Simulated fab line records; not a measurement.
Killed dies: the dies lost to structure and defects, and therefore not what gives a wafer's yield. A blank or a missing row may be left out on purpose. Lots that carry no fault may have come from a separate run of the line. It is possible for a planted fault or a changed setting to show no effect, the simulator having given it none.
The tool behind it: which one? ; flow gf180mcu ; 11 lots with 33 wafers sampled at 6 steps, on a route of 602 steps

## WHAT EACH GAUGE READ, for each wafer
GF_V1_THK_MEAS_01. Usual: for V1_CVD_00_THK the level is 598 nm and the standard deviation is 6.
lot;measured;on;V1_CVD_00_THK (nm);flag
L677;day 18 06:53;film-metro-04;593 587 601;
L680;day 19 21:44;film-metro-04;599 599 600;
L682;day 20 22:19;film-metro-03;600 604 593;
L684;day 21 04:39;film-metro-03;592 601 593;
L685;day 21 11:47;film-metro-04;598 609 594;
L686;day 21 14:16;film-metro-04;601 605 605;
L690;day 23 20:59;film-metro-03;599 586 602;
L691;day 23 23:23;film-metro-04;593 599 601;
L693;day 24 21:16;film-metro-04;604 607 605;
L695;day 25 01:08;film-metro-04;606 603 602;
L696;day 25 10:11;film-metro-02;601 608 607;

GF_V1_THK_MEAS_03. Usual: for V1_CVD_02_THK the level is 851 nm and the standard deviation is 10.
lot;measured;on;V1_CVD_02_THK (nm);flag
L677;day 18 07:01;film-metro-04;847 843 857;
L680;day 19 21:52;film-metro-02;843 841 450 843 841 450;OFF
L682;day 20 22:26;film-metro-04;846 466 859 847 466 859;OFF
L684;day 21 04:47;film-metro-02;846 448 853 846 448 853;OFF
L685;day 21 11:55;film-metro-03;854 860 847;
L686;day 21 14:24;film-metro-02;850 849 858;
L690;day 23 21:07;film-metro-04;859 855 859;
L691;day 23 23:31;film-metro-04;851 844 866;
L693;day 24 21:24;film-metro-02;840 840 858;
L695;day 25 01:16;film-metro-03;838 841 843;
L696;day 25 10:19;film-metro-03;853 854 859;

GF_V1_CD_MEAS_14: the cd target is 260 nm. Usual: cd-nm reads 260.0 nm (standard deviation 1.4).
lot;measured;on;cd-nm (nm);flag
L677;day 19 07:09;cd-sem-01;259.8 261.4 261.2;
L680;day 20 22:26;cd-sem-01;257.2 257.3 257.9;
L682;day 21 22:49;cd-sem-02;262.4 262.3 262.1;
L684;day 22 04:56;cd-sem-02;261.9 261.7 261.2;
L685;day 22 11:26;cd-sem-01;260.3 258.8 259.2;
L686;day 22 14:46;cd-sem-01;259.5 260.9 260.2;
L690;day 24 19:55;cd-sem-02;259.9 259.5 258.8;
L691;day 24 21:30;cd-sem-01;260.8 261.2 260.8;
L693;day 25 19:00;cd-sem-02;260.6 261.2 261.4;
L695;day 25 22:58;cd-sem-02;257.1 257.9 257.1;
L696;day 26 07:19;cd-sem-01;262.3 261.2 261.1;

## TOOL THAT RAN EACH LOT (tool first, then ch and the chambers of the sampled wafers, then the start)
lot;GF_CONTACT_CMP_27;GF_V1_CVD_02;GF_V1_CMP_04
L677;cmp-02 ch 1,2,3, day 17 06:50;pecvd-01 ch 0,2, day 18 06:56;cmp-02 ch 1,2,3, day 18 07:04
L680;cmp-02 ch 0,1,2, day 18 19:49;pecvd-01 ch 0,1,2, day 19 21:47;cmp-02 ch 1,2,3, day 20 00:43
L682;cmp-01 ch 0,1, day 19 20:01;pecvd-01 ch 0,1,2, day 20 22:21;cmp-02 ch 0,2, day 20 23:56
L684;cmp-01 ch 0,1,3, day 20 02:21;pecvd-01 ch 0,1,2, day 21 04:43;cmp-02 ch 0,1,2, day 21 07:58
L685;cmp-02 ch 1,2, day 20 10:49;pecvd-02 ch 0,1, day 21 11:51;cmp-01 ch 0,2, day 21 11:59
L686;cmp-02 ch 1,2,3, day 20 12:57;pecvd-03 ch 0,1,2, day 21 14:20;cmp-02 ch 1,2,3, day 21 14:31
L690;cmp-02 ch 1,2, day 22 20:53;pecvd-03 ch 0,2, day 23 21:01;cmp-02 ch 2,3, day 23 21:12
L691;cmp-01 ch 0,1,3, day 23 00:14;pecvd-01 ch 0,1,2, day 23 23:26;cmp-02 ch 0,1,3, day 23 23:37
L693;cmp-01 ch 0,2,3, day 23 22:14;pecvd-01 ch 0,1,2, day 24 21:19;cmp-01 ch 2,3, day 24 21:44
L695;cmp-01 ch 0,3, day 24 01:40;pecvd-02 ch 0,1, day 25 01:12;cmp-01 ch 0,2, day 25 01:23
L696;cmp-01 ch 1,2,3, day 24 12:01;pecvd-01 ch 0,1,2, day 25 10:14;cmp-02 ch 1,2, day 25 10:22
- GF_CONTACT_CMP_27: polishes, stops on SiO2, t overpolish 15 s, target thk 0 nm.
- GF_V1_CVD_02: deposits SiO2 from TEOS, target thk 850 nm, time 94.851 s.
- GF_V1_CMP_04: polishes SiO2.

## AS READ BY THE TOOLS THEMSELVES (means over the sampled wafers that have a number; for cases with no such wafer, the mark the record gives instead)
GF_CONTACT_CMP_27. Usual: motor-current-A 10.9 A, standard deviation 1.3; overpolish-run-s 15.001 s, standard deviation 0.009; slurry-flow-ml-min 150.0, standard deviation 0.46; time-to-endpoint-s 72 s, standard deviation 3.9.
lot;tool;motor-current-A (A);overpolish-run-s (s);slurry-flow-ml-min;time-to-endpoint-s (s);flag
L677;cmp-02;10.5;14.993;150.3;73;
L680;cmp-02;10.4;14.994;149.8;73;
L682;cmp-01;11.9;15.000;150.0;72;
L684;cmp-01;11.0;15.009;150.2;72;
L685;cmp-02;11.7;14.998;150.0;75;
L686;cmp-02;10.2;14.999;149.8;75;
L690;cmp-02;10.0;15.003;150.1;76;
L691;cmp-01;10.9;14.997;150.1;72;
L693;cmp-01;11.2;15.010;150.4;67;
L695;cmp-01;10.7;15.013;149.8;68;
L696;cmp-01;11.3;15.005;149.8;68;

GF_V1_CVD_02. Usual: heater-power-w 618 W, standard deviation 73; run-length-s 122.9 s, standard deviation 0.52.
lot;tool;heater-power-w (W);run-length-s (s);flag
L677;pecvd-01;594;123.6;
L680;pecvd-01;666;108.6;OFF
L682;pecvd-01;662;108.4;OFF
L684;pecvd-01;634;108.6;OFF
L685;pecvd-02;594;123.2;
L686;pecvd-03;609;123.3;
L690;pecvd-03;604;122.8;
L691;pecvd-01;644;123.2;
L693;pecvd-01;629;123.4;
L695;pecvd-02;590;122.3;
L696;pecvd-01;563;123.2;

GF_V1_CMP_04. Usual: motor-current-A 11.8 A, standard deviation 1.5; slurry-flow-ml-min 150.0, standard deviation 0.49; time-to-endpoint-s 82 s, standard deviation 5.9.
lot;tool;motor-current-A (A);slurry-flow-ml-min;time-to-endpoint-s (s);flag
L677;cmp-02;11.4;150.1;78;
L680;cmp-02;11.4;149.8;65;
L682;cmp-02;12.6;149.8;69;
L684;cmp-02;11.5;150.2;70;
L685;cmp-01;13.3;149.9;81;
L686;cmp-02;11.9;149.7;82;
L690;cmp-02;13.2;150.0;87;
L691;cmp-02;10.7;150.2;86;
L693;cmp-01;12.6;150.0;76;
L695;cmp-01;12.6;150.5;77;
L696;cmp-02;11.2;149.8;84;

## THE ANSWER, worked out from the rows above alone
Rule: a lot is off if the mean of its wafers that have a number lies more than 3 standard deviations from the usual mean. Also off: a lot with no number at a reading for which 4 or more lots have one. Any other lot the step has rows for is counted as sound. Order of review: gauges by route order, followed by the tools' own readings, for which a lot's mean as printed above is used. The first step at which some lot is off is used, and at that step the reading that is off furthest; a lot without a number counts as furthest.
Off: L680, L682, L684, at GF_V1_THK_MEAS_03 (V1_CVD_02_THK).
A tool fits if, at a process step before that reading, it ran every lot that is off, and no sound lot after the first of them. Not tried: the gauges at GF_V1_THK_MEAS_03; whatever is off there is also off at GF_V1_CVD_02, on other tools, and gauge error can't account for it. No candidate that was tried fits.

## WHAT THE SIMULATOR HAD INSERTED
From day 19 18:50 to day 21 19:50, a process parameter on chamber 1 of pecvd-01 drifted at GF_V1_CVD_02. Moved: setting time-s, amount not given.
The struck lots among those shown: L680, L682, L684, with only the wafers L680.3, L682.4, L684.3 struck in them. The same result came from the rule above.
